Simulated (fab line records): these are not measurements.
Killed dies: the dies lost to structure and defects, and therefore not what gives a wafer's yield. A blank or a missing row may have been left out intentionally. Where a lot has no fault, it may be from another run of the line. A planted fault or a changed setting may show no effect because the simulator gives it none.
Problem report, 8D (eight disciplines) form, completed by code || flow sky130 || the parts of the form that need people (team, actions taken, sign-off) are left out

== 1. WHAT IS WRONG ==
Wafers free of any fault read 82 um (standard deviation 8) for VIA3_BOW at SKY_VIA3_BOW_MEAS_03, against a mean of 142 um on 6 wafers of 2 lots. Relative to the usual mean, that is a shift of +7.4 standard deviations.
Earliest sighting: wafer L679.2 on film metro-03 at day 42 14:51. The record has a number at this step for 42 wafers belonging to 14 lots. By rule, "out" or "out of limits" means more than 4 standard deviations away from the usual mean. The rest of the wafers with a number are treated as sound.

== 2. WHAT IT IS AND WHAT IT IS NOT ==
{"question": "which readings at this step", "is": "VIA3_BOW", "is not": "-"}
{"question": "which lots", "is": "L679, L680", "is not": "L671, L672, L673, L677, L682, L686, L687, L688, L689, L690, L691, L692"}
{"question": "which wafers of those lots", "is": "all that have a number", "is not": "-"}
{"question": "read on which gauges", "is": "film metro-03", "is not": "film metro-01, film metro-04"}
{"question": "when", "is": "from day 42 14:51", "is not": "up to then (12 sound wafers); but 24 sound wafers of L682, L686, L687, L688, L689, L690, L691, L692 came after"}

== 3. SUSPECTS, AND WHAT RULES EACH OUT ==
Counting: any tool at a process step up to the reading is kept as a suspect provided that every lot that is out went through it and no sound lot did after the first of them.
- the gauge at SKY_VIA3_BOW_MEAS_03: ruled out. All the wafers that are out were read on film metro-03, but those of them that SKY_VIA3_ETCH_15 has rows for are out there too, on other tools.
- cmp-01 at SKY_VIA3_CMP_02 (polishes SiO2): ruled out as a lasting fault. Sound lots L682, L688, L692 ran on it after its first lot that is out, L679 (day 42 14:32).
Left after counting: nothing in the record.

== 4. THE CAUSE (what the simulator had put in) ==
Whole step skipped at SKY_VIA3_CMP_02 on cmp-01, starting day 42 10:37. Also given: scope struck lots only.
It was ruled out by counting, in error; the rule expects a fault to strike all lots run on its tool from its start on, and this fault did not.

== 5. THE CHAIN OF EFFECTS, in route order ==
Each row: a reading whose mean over the struck wafers that have a number lies more than 3 standard deviations from the usual. Scope: only readings with a usual standard deviation given in the record; hours: median across lots of the time from each lot's start at the first step in this table that gives one to its start at this step; sigmas: change in usual standard deviations.
{"hours": 0, "step": "SKY_VIA3_BOW_MEAS_03", "reading": "VIA3_BOW", "usual": "82 um", "on struck wafers": 142, "change": "+60", "sigmas": "+7.4"}
{"hours": 24, "step": "SKY_VIA3_ETCH_15", "reading": "oes product au", "usual": "0.946 a.u.", "on struck wafers": 1.633, "change": "+0.688", "sigmas": "+99 or more"}
Here are the process steps it includes:
- SKY_VIA3_ETCH_15: etches SiO2 in C4F8/O2/Ar, stops on TiN, target depth 507 nm, time 78 s.
Readings that are blank on the struck wafers while sound wafers have them: edge zone pressure frac at SKY_VIA3_CMP_02; head pressure psi at SKY_VIA3_CMP_02; motor current A at SKY_VIA3_CMP_02; slurry filter dp kPa at SKY_VIA3_CMP_02; slurry flow ml min at SKY_VIA3_CMP_02.
Later measuring or inspecting steps at which every struck wafer that the step has a row for has a number for every such reading, and none has moved that far: SKY_VIA3_OVL_MEAS_13.

== 6. WHAT WOULD HAVE CAUGHT IT SOONER ==
In this record the first reading out of limits at a measuring or inspecting step was taken at day 42 14:51, 4 hours after the fault began at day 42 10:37.
At SKY_VIA3_CMP_02 the tool's readings are blank on the struck wafers, where sound wafers have them: an empty tool record is the first sign, and it was there at once.
